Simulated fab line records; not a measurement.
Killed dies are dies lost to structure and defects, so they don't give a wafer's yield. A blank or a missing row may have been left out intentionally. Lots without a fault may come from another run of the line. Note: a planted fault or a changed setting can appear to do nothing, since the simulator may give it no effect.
fab line records ; flow gf180mcu
[record] lots = 24; wafers = 72; lastDay = 34
route steps=602 shown V1@360 V2@396 V3@455 M4@456 V4@479 MIM@507
lots that met no fault: taken from a fault-free run of the same line
startH: the number of hours between the record's first day and the start of the first shown wafer of the lot ; waitH: hours since the lot's step before ; " as in the row above ; L1.1+2: one row covering several wafers at once ; - no value present, or no start provided ; * or withheld: withheld ; < > ~ a bound
route shown NAME@n: a module of which the file shows steps, and the number in the route of the first ; usual: mean and standard deviation over wafers with no fault ; same: alike in all rows ; chamber/n: place in a boat ; sites: readings site by site ; _std_site: standard deviation of those values ; _edge_site: outer sites' mean less inner sites' ; radiusMm: for every site, how far away it sits from the centre of the wafer ; mask NAME#n: copy n ; behind: tool/chamber where the wafer was last shaped ; hold: why the lot went on hold/how many hours it stayed there/how the hold came to an end ; device: names the non-switching transistor (n, p or np) ; end of line: at the end of the route, the tests of the same wafers ; step lacking rows: just its recipe ; killed: not the wafer's yield, but the dies lost to structure and defects at the first sort ; map: a wafer's dies, x killed, . not, _ none there
set.NAME: setting as actually run; set.NAME@STEP: the setting as run at that earlier step ; model.NAME: the simulator's own value behind a step, which no gauge read
route steps across a sampled set of lots; one table per step, one row per wafer
services: a tool's chamber out of use, with start hour (startH, from the record's first day; less than 0 if before it), hours out, and reason
[[steps]]
[step GF_V1_THK_MEAS_25]
[recipe] thkMeasGauge = xrf; reads = W_of_V1_CVD_23
[usual] V1_W_THK = 344/7
lot.wafer;tool;chamber;startH;waitH;V1_W_THK[nm]
L074.3;filmMetro-02;-;408.39;0.1;356
L074.4;filmMetro-02;-;408.39;0.1;340
L074.6;filmMetro-02;-;408.39;0.1;341
L075.4;filmMetro-01;-;427.54;0.1;349
L075.5;filmMetro-01;-;427.54;0.1;348
L075.6;filmMetro-01;-;427.54;0.1;347
L076.1;filmMetro-03;-;431.24;0.1;351
L076.2;filmMetro-03;-;431.24;0.1;346
L076.4;filmMetro-03;-;431.24;0.1;347
L077.3;filmMetro-02;-;443.86;0.1;346
L077.5;filmMetro-02;-;443.86;0.1;359
L077.6;filmMetro-02;-;443.86;0.1;345
L078.2;filmMetro-01;-;451.96;0.1;347
L078.4;filmMetro-01;-;451.96;0.1;341
L078.5;filmMetro-01;-;451.96;0.1;345
L079.1;filmMetro-03;-;462.78;0.1;342
L079.2;filmMetro-03;-;462.78;0.1;348
L079.3;filmMetro-03;-;462.78;0.1;352
L080.2;filmMetro-02;-;469.05;0.1;354
L080.3;filmMetro-02;-;469.05;0.1;345
L080.4;filmMetro-02;-;469.05;0.1;352
L081.1;filmMetro-03;-;485.16;0.1;335
L081.5;filmMetro-03;-;485.16;0.1;337
L081.6;filmMetro-03;-;485.16;0.1;349
L082.2;filmMetro-03;-;487.44;0.1;341
L082.3;filmMetro-03;-;487.44;0.1;342
L082.5;filmMetro-03;-;487.44;0.1;342
L083.1;filmMetro-02;-;496.37;0.1;345
L083.5;filmMetro-02;-;496.37;0.1;356
L083.6;filmMetro-02;-;496.37;0.1;340
L084.1;filmMetro-01;-;504.42;0.1;334
L084.2;filmMetro-01;-;504.42;0.1;342
L084.5;filmMetro-01;-;504.42;0.1;341
L085.3;filmMetro-01;-;515.05;0.1;326
L085.4;filmMetro-01;-;515.05;0.1;339
L085.5;filmMetro-01;-;515.05;0.1;332
L086.1;filmMetro-02;-;525.29;0.1;350
L086.3;filmMetro-02;-;525.29;0.1;347
L086.6;filmMetro-02;-;525.29;0.1;346
L087.1;filmMetro-03;-;536.32;0.1;348
L087.2;filmMetro-03;-;536.32;0.1;337
L087.6;filmMetro-03;-;536.32;0.1;335
L088.1;filmMetro-03;-;540.98;0.1;335
L088.2;filmMetro-03;-;540.98;0.1;342
L088.5;filmMetro-03;-;540.98;0.1;348
L089.2;filmMetro-03;-;544.34;0.1;342
L089.3;filmMetro-03;-;544.34;0.1;352
L089.5;filmMetro-03;-;544.34;0.1;350
L090.1;filmMetro-02;-;555.26;0.1;338
L090.4;filmMetro-02;-;555.26;0.1;349
L090.6;filmMetro-02;-;555.26;0.1;342
L091.1;filmMetro-03;-;563.30;0.1;345
L091.4;filmMetro-03;-;563.30;0.1;336
L091.6;filmMetro-03;-;563.30;0.1;335
L092.2;filmMetro-03;-;572.93;0.1;344
L092.4;filmMetro-03;-;572.93;0.1;338
L092.6;filmMetro-03;-;572.93;0.1;344
L093.1;filmMetro-01;-;584.78;0.1;325
L093.3;filmMetro-01;-;584.78;0.1;333
L093.4;filmMetro-01;-;584.78;0.1;342
L094.1;filmMetro-01;-;586.02;0.1;337
L094.2;filmMetro-01;-;586.02;0.1;349
L094.5;filmMetro-01;-;586.02;0.1;340
L095.1;filmMetro-03;-;591.03;0.1;354
L095.4;filmMetro-03;-;591.03;0.1;352
L095.5;filmMetro-03;-;591.03;0.1;353
L096.2;filmMetro-01;-;602.16;0.1;343
L096.3;filmMetro-01;-;602.16;0.1;336
L096.4;filmMetro-01;-;602.16;0.1;344
L097.2;filmMetro-03;-;611.19;0.1;345
L097.4;filmMetro-03;-;611.19;0.1;342
L097.5;filmMetro-03;-;611.19;0.1;347
[step GF_V2_CD_MEAS_14]
[recipe] targetCdNm = 260
[usual] cdNm = 259.9/1.1
lot.wafer;tool;chamber;startH;waitH;cdNm
L074.3;cdSem-02;-;458.42;0.2;260.8
L074.4;cdSem-02;-;458.42;0.2;259.7
L074.6;cdSem-02;-;458.42;0.2;260.8
L075.4;cdSem-01;-;477.73;0.1;258.1
L075.5;cdSem-01;-;477.73;0.1;259.1
L075.6;cdSem-01;-;477.73;0.1;257.1
L076.1;cdSem-01;-;480.62;0.1;260.4
L076.2;cdSem-01;-;480.62;0.1;258.7
L076.4;cdSem-01;-;480.62;0.1;259.6
L077.3;cdSem-02;-;494.37;0.1;258.5
L077.5;cdSem-02;-;494.37;0.1;259.7
L077.6;cdSem-02;-;494.37;0.1;259.1
L078.2;cdSem-01;-;501.59;0.1;260.5
L078.4;cdSem-01;-;501.59;0.1;260.3
L078.5;cdSem-01;-;501.59;0.1;260.1
L079.1;cdSem-02;-;511.93;0.1;259.0
L079.2;cdSem-02;-;511.93;0.1;259.4
L079.3;cdSem-02;-;511.93;0.1;260.6
L080.2;cdSem-02;-;517.36;0.1;260.0
L080.3;cdSem-02;-;517.36;0.1;260.1
L080.4;cdSem-02;-;517.36;0.1;259.2
L081.1;cdSem-02;-;533.53;0.1;261.4
L081.5;cdSem-02;-;533.53;0.1;260.2
L081.6;cdSem-02;-;533.53;0.1;259.2
L082.2;cdSem-02;-;535.60;0.1;258.5
L082.3;cdSem-02;-;535.60;0.1;258.6
L082.5;cdSem-02;-;535.60;0.1;259.5
L083.1;cdSem-02;-;544.93;0.1;259.2
L083.5;cdSem-02;-;544.93;0.1;259.1
L083.6;cdSem-02;-;544.93;0.1;259.1
L084.1;cdSem-01;-;552.13;0.1;261.2
L084.2;cdSem-01;-;552.13;0.1;260.2
L084.5;cdSem-01;-;552.13;0.1;260.9
L085.3;cdSem-01;-;562.51;0.1;259.7
L085.4;cdSem-01;-;562.51;0.1;259.8
L085.5;cdSem-01;-;562.51;0.1;259.6
L086.1;cdSem-02;-;572.42;0.1;259.9
L086.3;cdSem-02;-;572.42;0.1;261.4
L086.6;cdSem-02;-;572.42;0.1;259.7
L087.1;cdSem-01;-;582.07;0.1;258.8
L087.2;cdSem-01;-;582.07;0.1;258.3
L087.6;cdSem-01;-;582.07;0.1;259.4
L088.1;cdSem-02;-;585.88;0.1;258.1
L088.2;cdSem-02;-;585.88;0.1;258.5
L088.5;cdSem-02;-;585.88;0.1;258.2
L089.2;cdSem-02;-;590.85;0.1;259.0
L089.3;cdSem-02;-;590.85;0.1;260.8
L089.5;cdSem-02;-;590.85;0.1;259.1
L090.1;cdSem-01;-;600.62;0.1;261.6
L090.4;cdSem-01;-;600.62;0.1;261.7
L090.6;cdSem-01;-;600.62;0.1;260.8
L091.1;cdSem-01;-;607.37;0.1;260.4
L091.4;cdSem-01;-;607.37;0.1;260.0
L091.6;cdSem-01;-;607.37;0.1;257.4
L092.2;cdSem-01;-;617.26;0.1;260.3
L092.4;cdSem-01;-;617.26;0.1;260.1
L092.6;cdSem-01;-;617.26;0.1;259.7
L093.1;cdSem-02;-;628.57;0.1;262.8
L093.3;cdSem-02;-;628.57;0.1;261.7
L093.4;cdSem-02;-;628.57;0.1;262.7
L094.1;cdSem-01;-;629.52;0.1;257.8
L094.2;cdSem-01;-;629.52;0.1;258.3
L094.5;cdSem-01;-;629.52;0.1;258.9
L095.1;cdSem-01;-;633.62;0.1;261.0
L095.4;cdSem-01;-;633.62;0.1;261.8
L095.5;cdSem-01;-;633.62;0.1;261.8
L096.2;cdSem-01;-;644.55;0.1;258.7
L096.3;cdSem-01;-;644.55;0.1;261.1
L096.4;cdSem-01;-;644.55;0.1;260.9
L097.2;cdSem-02;-;653.70;0.1;259.4
L097.4;cdSem-02;-;653.70;0.1;260.5
L097.5;cdSem-02;-;653.70;0.1;259.8
[step GF_V3_CMP_26]
[recipe] stopOn = SiO2; downForcePsi = 3.5; platenRpm = 60; tOverpolishS = 15; targetThkNm = 0; padVelocityMS = 0.94248
[usual] motorCurrentA = 10.9/1.3; overpolishRunS = 15.000/0.009; retainingRingPressureFrac = 1.000/0.0049; timeToEndpointS = 86/3.6
[same] tOverpolishS = 15
lot.wafer;tool;chamber;startH;waitH;motorCurrentA;overpolishRunS;retainingRingPressureFrac;timeToEndpointS
L074.4;cmp-02;3;510.53;0.1;9.5;14.988;0.995;81
L074.3;cmp-02;0;510.53;0.1;11.9;15.004;1.000;82
L074.6;cmp-02;2;510.53;0.1;12.4;15.005;1.000;79
L075.4;cmp-01;0;529.46;0.2;12.4;15.001;1.000;87
L075.5;cmp-01;1;529.46;0.2;8.9;14.990;0.996;89
L075.6;cmp-01;2;529.46;0.2;9.1;15.006;1.002;87
L076.2;cmp-01;2;532.71;0.4;9.1;15.021;1.000;82
L076.4;cmp-01;3;532.71;0.4;10.3;15.012;0.994;83
L076.1;cmp-01;0;532.71;0.4;12.2;15.017;0.990;88
L077.3;cmp-02;0;544.88;0.2;11.3;15.003;0.996;83
L077.6;cmp-02;1;544.88;0.2;11.4;14.991;1.006;81
L077.5;cmp-02;2;544.88;0.2;11.9;14.993;0.998;89
L078.2;cmp-02;0;551.78;0.1;12.5;15.005;0.999;80
L078.4;cmp-02;1;551.78;0.1;11.2;14.992;1.008;83
L078.5;cmp-02;3;551.78;0.1;9.1;14.990;1.001;85
L079.2;cmp-01;1;562.55;0.1;8.9;14.990;0.995;87
L079.1;cmp-01;2;562.55;0.1;9.3;14.998;0.998;87
L079.3;cmp-01;3;562.55;0.1;10.3;15.016;1.004;89
L080.4;cmp-02;1;566.94;0.0;10.9;14.985;0.994;81
L080.3;cmp-02;3;566.94;0.0;9.8;15.012;1.000;84
L080.2;cmp-02;0;566.94;0.0;12.1;15.007;0.999;81
L081.1;cmp-01;0;582.33;0.1;13.3;15.000;1.007;84
L081.6;cmp-01;0;582.33;0.1;12.3;15.010;1.002;84
L081.5;cmp-01;1;582.33;0.1;9.6;15.012;0.999;91
L082.2;cmp-01;3;583.89;0.0;10.1;15.016;1.000;92
L082.3;cmp-01;0;583.89;0.0;12.5;14.977;1.004;87
L082.5;cmp-01;3;583.89;0.0;10.3;15.016;0.997;91
L083.1;cmp-01;3;593.20;0.2;10.5;14.998;0.996;95
L083.6;cmp-01;0;593.20;0.2;12.8;15.015;0.992;91
L083.5;cmp-01;1;593.20;0.2;8.8;15.001;1.001;92
L084.1;cmp-02;1;599.18;0.1;11.1;14.996;1.003;81
L084.2;cmp-02;3;599.18;0.1;9.3;14.992;0.997;83
L084.5;cmp-02;2;599.18;0.1;12.1;14.997;1.001;83
L085.4;cmp-02;3;608.82;0.0;9.8;15.014;1.004;85
L085.3;cmp-02;1;608.82;0.0;10.8;14.997;1.000;78
L085.5;cmp-02;0;608.82;0.0;12.5;14.989;0.999;82
L086.3;cmp-02;0;618.70;0.1;12.3;14.995;0.995;79
L086.1;cmp-02;1;618.70;0.1;11.0;14.990;0.996;82
L086.6;cmp-02;3;618.70;0.1;9.8;15.003;1.003;81
L087.1;cmp-01;3;629.11;0.1;10.4;14.998;0.996;93
L087.2;cmp-01;1;629.11;0.1;8.7;14.989;1.014;91
L087.6;cmp-01;0;629.11;0.1;12.5;14.994;0.998;85
L088.2;cmp-01;3;631.60;0.1;10.5;14.996;1.003;86
L088.1;cmp-01;0;631.60;0.1;12.5;14.992;0.999;85
L088.5;cmp-01;2;631.60;0.1;9.2;14.987;1.002;87
L089.3;cmp-01;0;636.03;0.3;12.8;15.001;0.999;83
L089.2;cmp-01;1;636.03;0.3;8.8;15.005;0.995;87
L089.5;cmp-01;0;636.03;0.3;12.7;14.990;0.999;86
L090.1;cmp-02;2;645.40;0.1;12.1;15.016;1.002;84
L090.4;cmp-02;1;645.40;0.1;10.7;15.002;0.993;83
L090.6;cmp-02;2;645.40;0.1;12.6;14.999;0.999;82
L091.1;cmp-02;1;652.29;0.1;11.4;14.987;0.990;88
L091.4;cmp-02;3;652.29;0.1;9.1;15.012;1.005;86
L091.6;cmp-02;0;652.29;0.1;11.5;15.007;1.008;87
L092.4;cmp-02;0;661.82;0.0;12.3;14.993;1.002;83
L092.2;cmp-02;2;661.82;0.0;12.3;15.013;1.006;86
L092.6;cmp-02;1;661.82;0.0;10.9;15.007;1.005;85
L093.3;cmp-02;2;672.36;0.1;12.1;15.004;1.003;80
L093.1;cmp-02;3;672.36;0.1;9.4;15.003;1.005;84
L093.4;cmp-02;0;672.36;0.1;12.1;15.002;0.998;85
L094.1;cmp-02;1;674.45;0.1;11.8;15.000;1.006;87
L094.2;cmp-02;2;674.45;0.1;12.3;14.993;1.002;82
L094.5;cmp-02;1;674.45;0.1;11.2;15.008;1.002;82
L095.1;cmp-02;0;677.51;0.1;12.2;14.998;0.995;89
L095.4;cmp-02;1;677.51;0.1;10.8;14.992;1.008;85
L095.5;cmp-02;3;677.51;0.1;9.2;14.994;1.004;87
L096.2;cmp-01;1;688.48;0.1;9.5;15.001;1.001;86
L096.4;cmp-01;2;688.48;0.1;9.6;14.985;1.004;88
L096.3;cmp-01;3;688.48;0.1;10.4;15.002;1.002;89
L097.2;cmp-02;0;696.70;0.0;11.9;15.002;1.000;87
L097.4;cmp-02;2;696.70;0.0;12.5;14.982;0.999;84
L097.5;cmp-02;1;696.70;0.0;11.0;14.992;0.993;87
[step GF_M4_SPUTTER_00]
[recipe] material = Ti; targetThkNm = 37.5; arrivingIonEnergyEv = 80; substrateTempC = 200; chamberPressurePa = 2; powerW = 4000; timeS = 150
[usual] throttleValvePct = 30.4/0.92
lot.wafer;tool;chamber;startH;waitH;throttleValvePct
L074.3;pvdSputter-04;-;510.78;0.1;31.7
L074.4;pvdSputter-04;-;510.78;0.1;29.9
L074.6;pvdSputter-04;-;510.78;0.1;31.7
L075.4;pvdSputter-02;-;529.61;0.1;30.5
L075.5;pvdSputter-02;-;529.61;0.1;29.0
L075.6;pvdSputter-02;-;529.61;0.1;30.2
L076.1;pvdSputter-02;-;532.96;0.1;30.9
L076.2;pvdSputter-02;-;532.96;0.1;29.4
L076.4;pvdSputter-02;-;532.96;0.1;30.1
L077.3;pvdSputter-04;-;545.03;0.1;29.7
L077.5;pvdSputter-04;-;545.03;0.1;31.6
L077.6;pvdSputter-04;-;545.03;0.1;30.0
L078.2;pvdSputter-04;-;552.03;0.2;30.4
L078.4;pvdSputter-04;-;552.03;0.2;30.7
L078.5;pvdSputter-04;-;552.03;0.2;29.8
L079.1;pvdSputter-02;-;562.80;0.1;30.4
L079.2;pvdSputter-02;-;562.80;0.1;29.0
L079.3;pvdSputter-02;-;562.80;0.1;30.6
L080.2;pvdSputter-02;-;567.24;0.1;30.3
L080.3;pvdSputter-02;-;567.24;0.1;29.1
L080.4;pvdSputter-02;-;567.24;0.1;31.2
L081.1;pvdSputter-02;-;582.63;0.2;29.9
L081.5;pvdSputter-02;-;582.63;0.2;29.9
L081.6;pvdSputter-02;-;582.63;0.2;30.4
L082.2;pvdSputter-04;-;584.19;0.2;30.5
L082.3;pvdSputter-04;-;584.19;0.2;31.8
L082.5;pvdSputter-04;-;584.19;0.2;30.7
L083.1;pvdSputter-03;-;593.35;0.1;31.7
L083.5;pvdSputter-03;-;593.35;0.1;31.6
L083.6;pvdSputter-03;-;593.35;0.1;28.9
L084.1;pvdSputter-04;-;599.48;0.2;31.7
L084.2;pvdSputter-04;-;599.48;0.2;29.9
L084.5;pvdSputter-04;-;599.48;0.2;31.6
L085.3;pvdSputter-04;-;609.12;0.1;30.5
L085.4;pvdSputter-04;-;609.12;0.1;30.0
L085.5;pvdSputter-04;-;609.12;0.1;31.5
L086.1;pvdSputter-02;-;618.95;0.1;29.3
L086.3;pvdSputter-02;-;618.95;0.1;29.8
L086.6;pvdSputter-02;-;618.95;0.1;30.1
L087.1;pvdSputter-04;-;629.41;0.2;30.7
L087.2;pvdSputter-04;-;629.41;0.2;29.8
L087.6;pvdSputter-04;-;629.41;0.2;31.8
L088.1;pvdSputter-03;-;631.85;0.1;31.4
L088.2;pvdSputter-03;-;631.85;0.1;30.7
L088.5;pvdSputter-03;-;631.85;0.1;28.9
L089.2;pvdSputter-04;-;636.28;0.1;30.5
L089.3;pvdSputter-04;-;636.28;0.1;30.3
L089.5;pvdSputter-04;-;636.28;0.1;30.8
L090.1;pvdSputter-02;-;645.70;0.2;30.3
L090.4;pvdSputter-02;-;645.70;0.2;29.3
L090.6;pvdSputter-02;-;645.70;0.2;30.4
L091.1;pvdSputter-02;-;652.54;0.2;30.9
L091.4;pvdSputter-02;-;652.54;0.2;29.3
L091.6;pvdSputter-02;-;652.54;0.2;31.3
L092.2;pvdSputter-03;-;662.12;0.1;30.6
L092.4;pvdSputter-03;-;662.12;0.1;31.7
L092.6;pvdSputter-03;-;662.12;0.1;30.5
L093.1;pvdSputter-03;-;672.61;0.1;31.6
L093.3;pvdSputter-03;-;672.61;0.1;30.9
L093.4;pvdSputter-03;-;672.61;0.1;28.2
L094.1;pvdSputter-04;-;674.75;0.2;31.6
L094.2;pvdSputter-04;-;674.75;0.2;30.2
L094.5;pvdSputter-04;-;674.75;0.2;30.7
L095.1;pvdSputter-02;-;677.71;0.1;29.1
L095.4;pvdSputter-02;-;677.71;0.1;30.0
L095.5;pvdSputter-02;-;677.71;0.1;29.3
L096.2;pvdSputter-02;-;688.73;0.2;30.3
L096.3;pvdSputter-02;-;688.73;0.2;29.2
L096.4;pvdSputter-02;-;688.73;0.2;31.0
L097.2;pvdSputter-04;-;697.00;0.2;29.7
L097.4;pvdSputter-04;-;697.00;0.2;31.6
L097.5;pvdSputter-04;-;697.00;0.2;30.3
[step GF_V4_THK_MEAS_03]
[recipe] reads = SiO2_of_V4_CVD_02
[usual] V4_CVD_02_THK = 851/12
lot.wafer;tool;chamber;startH;waitH;V4_CVD_02_THK[nm]
L074.3;filmMetro-02;-;535.48;0.1;850
L074.4;filmMetro-02;-;535.48;0.1;871
L074.6;filmMetro-02;-;535.48;0.1;876
L075.4;filmMetro-02;-;553.52;0.0;848
L075.5;filmMetro-02;-;553.52;0.0;841
L075.6;filmMetro-02;-;553.52;0.0;849
L076.1;filmMetro-04;-;557.32;0.0;833
L076.2;filmMetro-04;-;557.32;0.0;851
L076.4;filmMetro-04;-;557.32;0.0;860
L077.3;filmMetro-02;-;568.30;0.1;827
L077.5;filmMetro-02;-;568.30;0.1;846
L077.6;filmMetro-02;-;568.30;0.1;841
L078.2;filmMetro-01;-;574.44;0.0;845
L078.4;filmMetro-01;-;574.44;0.0;854
L078.5;filmMetro-01;-;574.44;0.0;860
L079.1;filmMetro-04;-;585.16;0.0;868
L079.2;filmMetro-04;-;585.16;0.0;846
L079.3;filmMetro-04;-;585.16;0.0;864
L080.2;filmMetro-01;-;590.24;0.0;847
L080.3;filmMetro-01;-;590.24;0.0;847
L080.4;filmMetro-01;-;590.24;0.0;857
L081.1;filmMetro-02;-;605.17;0.0;848
L081.5;filmMetro-02;-;605.17;0.0;864
L081.6;filmMetro-02;-;605.17;0.0;868
L082.2;filmMetro-04;-;606.46;0.0;845
L082.3;filmMetro-04;-;606.46;0.0;851
L082.5;filmMetro-04;-;606.46;0.0;872
L083.1;filmMetro-04;-;615.83;0.0;844
L083.5;filmMetro-04;-;615.83;0.0;849
L083.6;filmMetro-04;-;615.83;0.0;855
L084.1;filmMetro-02;-;621.38;0.0;846
L084.2;filmMetro-02;-;621.38;0.0;847
L084.5;filmMetro-02;-;621.38;0.0;856
L085.3;filmMetro-02;-;631.20;0.1;837
L085.4;filmMetro-02;-;631.20;0.1;850
L085.5;filmMetro-02;-;631.20;0.1;846
L086.1;filmMetro-02;-;639.87;0.0;836
L086.3;filmMetro-02;-;639.87;0.0;837
L086.6;filmMetro-02;-;639.87;0.0;856
L087.1;filmMetro-02;-;650.66;0.0;835
L087.2;filmMetro-02;-;650.66;0.0;841
L087.6;filmMetro-02;-;650.66;0.0;861
L088.1;filmMetro-02;-;653.94;0.1;852
L088.2;filmMetro-02;-;653.94;0.1;865
L088.5;filmMetro-02;-;653.94;0.1;878
L089.2;filmMetro-01;-;657.09;0.0;836
L089.3;filmMetro-01;-;657.09;0.0;846
L089.5;filmMetro-01;-;657.09;0.0;859
L090.1;filmMetro-01;-;666.53;0.0;838
L090.4;filmMetro-01;-;666.53;0.0;835
L090.6;filmMetro-01;-;666.53;0.0;850
L091.1;filmMetro-02;-;672.71;0.0;833
L091.4;filmMetro-02;-;672.71;0.0;844
L091.6;filmMetro-02;-;672.71;0.0;851
L092.2;filmMetro-01;-;681.65;0.0;839
L092.4;filmMetro-01;-;681.65;0.0;860
L092.6;filmMetro-01;-;681.65;0.0;855
L093.1;filmMetro-02;-;693.13;0.0;837
L093.3;filmMetro-02;-;693.13;0.0;843
L093.4;filmMetro-02;-;693.13;0.0;852
L094.1;filmMetro-02;-;694.80;0.0;859
L094.2;filmMetro-02;-;694.80;0.0;851
L094.5;filmMetro-02;-;694.80;0.0;859
L095.1;filmMetro-02;-;698.25;0.0;860
L095.4;filmMetro-02;-;698.25;0.0;862
L095.5;filmMetro-02;-;698.25;0.0;864
L096.2;filmMetro-02;-;708.44;0.0;846
L096.3;filmMetro-02;-;708.44;0.0;856
L096.4;filmMetro-02;-;708.44;0.0;873
L097.2;filmMetro-02;-;716.65;0.0;854
L097.4;filmMetro-02;-;716.65;0.0;856
L097.5;filmMetro-02;-;716.65;0.0;861
[step GF_MIM_SPUTTER_04]
[recipe] material = TiN; targetThkNm = 50; powerW = 6500; timeS = 41.7; chamberPressurePa = 0.4
[usual] throttleValvePct = 30.1/1.1
lot.wafer;tool;chamber;startH;waitH;throttleValvePct
L074.3;pvdSputter-01;-;560.44;0.0;32.0
L074.4;pvdSputter-01;-;560.44;0.0;29.4
L074.6;pvdSputter-01;-;560.44;0.0;29.3
L075.4;pvdSputter-02;-;577.26;0.0;30.4
L075.5;pvdSputter-02;-;577.26;0.0;30.3
L075.6;pvdSputter-02;-;577.26;0.0;30.2
L076.1;pvdSputter-01;-;581.52;0.0;31.9
L076.2;pvdSputter-01;-;581.52;0.0;28.6
L076.4;pvdSputter-01;-;581.52;0.0;29.3
L077.3;pvdSputter-01;-;592.82;0.0;28.3
L077.5;pvdSputter-01;-;592.82;0.0;32.2
L077.6;pvdSputter-01;-;592.82;0.0;29.3
L078.2;pvdSputter-04;-;597.86;0.0;32.0
L078.4;pvdSputter-04;-;597.86;0.0;30.5
L078.5;pvdSputter-04;-;597.86;0.0;29.8
L079.1;pvdSputter-01;-;607.87;0.0;29.2
L079.2;pvdSputter-01;-;607.87;0.0;29.4
L079.3;pvdSputter-01;-;607.87;0.0;32.0
L080.2;pvdSputter-01;-;613.06;0.0;28.3
L080.3;pvdSputter-01;-;613.06;0.0;29.7
L080.4;pvdSputter-01;-;613.06;0.0;29.4
L081.1;pvdSputter-01;-;627.32;0.0;29.4
L081.5;pvdSputter-01;-;627.32;0.0;28.3
L081.6;pvdSputter-01;-;627.32;0.0;29.4
L082.2;pvdSputter-04;-;629.23;0.0;30.3
L082.3;pvdSputter-04;-;629.23;0.0;30.6
L082.5;pvdSputter-04;-;629.23;0.0;31.5
L083.1;pvdSputter-04;-;638.61;0.0;30.2
L083.5;pvdSputter-04;-;638.61;0.0;30.0
L083.6;pvdSputter-04;-;638.61;0.0;29.8
L084.1;pvdSputter-02;-;644.09;0.0;31.2
L084.2;pvdSputter-02;-;644.09;0.0;30.3
L084.5;pvdSputter-02;-;644.09;0.0;30.0
L085.3;pvdSputter-02;-;653.68;0.0;31.2
L085.4;pvdSputter-02;-;653.68;0.0;30.0
L085.5;pvdSputter-02;-;653.68;0.0;30.1
L086.1;pvdSputter-04;-;662.27;0.0;30.6
L086.3;pvdSputter-04;-;662.27;0.0;29.8
L086.6;pvdSputter-04;-;662.27;0.0;30.3
L087.1;pvdSputter-04;-;672.46;0.0;30.4
L087.2;pvdSputter-04;-;672.46;0.0;29.7
L087.6;pvdSputter-04;-;672.46;0.0;31.4
L088.1;pvdSputter-01;-;675.73;0.0;32.2
L088.2;pvdSputter-01;-;675.73;0.0;28.5
L088.5;pvdSputter-01;-;675.73;0.0;29.1
L089.2;pvdSputter-01;-;678.80;0.0;28.7
L089.3;pvdSputter-01;-;678.80;0.0;31.9
L089.5;pvdSputter-01;-;678.80;0.0;28.5
L090.1;pvdSputter-02;-;687.06;0.0;30.1
L090.4;pvdSputter-02;-;687.06;0.0;29.1
L090.6;pvdSputter-02;-;687.06;0.0;29.1
L091.1;pvdSputter-04;-;694.37;0.0;31.6
L091.4;pvdSputter-04;-;694.37;0.0;30.7
L091.6;pvdSputter-04;-;694.37;0.0;30.1
L092.2;pvdSputter-01;-;702.63;0.0;29.2
L092.4;pvdSputter-01;-;702.63;0.0;28.7
L092.6;pvdSputter-01;-;702.63;0.0;32.3
L093.1;pvdSputter-01;-;713.56;0.0;32.0
L093.3;pvdSputter-01;-;713.56;0.0;29.3
L093.4;pvdSputter-01;-;713.56;0.0;29.3
L094.1;pvdSputter-02;-;715.67;0.0;28.9
L094.2;pvdSputter-02;-;715.67;0.0;30.4
L094.5;pvdSputter-02;-;715.67;0.0;30.1
L095.1;pvdSputter-04;-;718.61;0.0;29.5
L095.4;pvdSputter-04;-;718.61;0.0;29.8
L095.5;pvdSputter-04;-;718.61;0.0;31.4
L096.2;pvdSputter-01;-;727.99;0.0;29.2
L096.3;pvdSputter-01;-;727.99;0.0;28.5
L096.4;pvdSputter-01;-;727.99;0.0;32.3
L097.2;pvdSputter-04;-;736.46;0.0;30.4
L097.4;pvdSputter-04;-;736.46;0.0;31.7
L097.5;pvdSputter-04;-;736.46;0.0;30.2
[[services]]
tool;chamber;startH;hours;kind
pvdSputter-03;-;510.18;4.8;repair
pvdSputter-03;-;510.98;2.2;repair
pvdSputter-04;0;522.74;-;consumableReplace:kit
pvdSputter-04;0;522.74;18.0;scheduledDown
pvdSputter-04;0;522.74;18.0;ventCycle
cmp-02;-;523.76;1.1;repair
cmp-02;-;526.91;6.9;pm
cmp-01;-;541.34;3.9;pm
cmp-01;-;572.41;4.0;pm
cmp-02;-;578.03;0.3;repair
pvdSputter-04;-;581.81;2.1;repair
pvdSputter-03;-;596.07;11.2;repair
cmp-01;-;597.33;1.9;repair
cmp-01;-;601.74;1.7;repair
cmp-02;-;622.35;2.0;repair
cmp-02;-;637.76;1.2;repair
pvdSputter-01;-;643.68;2.7;repair
cmp-02;-;655.31;2.5;repair
cmp-02;-;679.29;1.2;repair
pvdSputter-04;-;683.55;1.5;repair
cmp-02;-;697.16;1.0;repair
pvdSputter-04;-;705.88;9.1;repair
cmp-01;-;725.82;4.2;pm
pvdSputter-01;-;731.45;5.9;repair
[[key]]
fault none
